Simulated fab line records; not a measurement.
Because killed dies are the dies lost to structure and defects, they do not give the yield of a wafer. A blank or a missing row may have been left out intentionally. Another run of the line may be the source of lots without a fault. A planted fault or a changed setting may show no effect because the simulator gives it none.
Chamber matching / flow sky130 / SKY_VIA2_ETCH_15 on rie diel-02: 4 sister chambers
The step etches SiO2 in C4F8/O2/Ar, stops on TiN, target depth 546 nm, time 84 s. 4 wafers are shown with their chamber, then 11 later ones without.

WAFERS PAIRED WITH THEIR CHAMBERS
wafer=L082.3; chamber=3; rf fwd power W (W)=1484
wafer=L085.6; chamber=0; rf fwd power W (W)=1493
wafer=L087.2; chamber=1; rf fwd power W (W)=1485
wafer=L088.3; chamber=2; rf fwd power W (W)=1490

WAFERS WITH NO CHAMBER GIVEN
wafer=L088.4; rf fwd power W (W)=1483
wafer=L088.6; rf fwd power W (W)=1488
wafer=L090.2; rf fwd power W (W)=1493
wafer=L090.3; rf fwd power W (W)=1485
wafer=L090.4; rf fwd power W (W)=1485
wafer=L096.1; rf fwd power W (W)=1489
wafer=L096.2; rf fwd power W (W)=1485
wafer=L096.5; rf fwd power W (W)=1491
wafer=L097.1; rf fwd power W (W)=1488
wafer=L097.2; rf fwd power W (W)=1489
wafer=L097.4; rf fwd power W (W)=1484

CHAMBER TAKEN BY EACH
wafer=L088.4; from the rows above=can't be placed: 3 or 1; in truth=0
wafer=L088.6; from the rows above=can't be placed: 2 or 1 or 3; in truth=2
wafer=L090.2; from the rows above=0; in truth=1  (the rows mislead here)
wafer=L090.3; from the rows above=can't be placed: 1 or 3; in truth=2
wafer=L090.4; from the rows above=can't be placed: 1 or 3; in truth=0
wafer=L096.1; from the rows above=2; in truth=2
wafer=L096.2; from the rows above=can't be placed: 1 or 3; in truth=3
wafer=L096.5; from the rows above=can't be placed: 2 or 0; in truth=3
wafer=L097.1; from the rows above=can't be placed: 2 or 1 or 3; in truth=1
wafer=L097.2; from the rows above=2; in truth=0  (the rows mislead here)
wafer=L097.4; from the rows above=can't be placed: 3 or 1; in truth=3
Placed correctly: 1 of 11. Not placeable from these rows: 8 (in 4, the candidates include the true chamber). Wrongly placed: 2.
How it was worked out, from the rows above alone: a wafer's distance from a chamber is the root of the sum, over the readings, of the square of ((its reading less the chamber's mean) divided by the reading's scatter). The wafer belongs to the nearest chamber; if the next one is less than 2 further off, it can't be placed. A chamber's mean is the mean of its shown wafers. The scatter (one wafer shown for each chamber): square how far every hidden wafer sits from the nearest shown wafer, average those squares and take the square root.
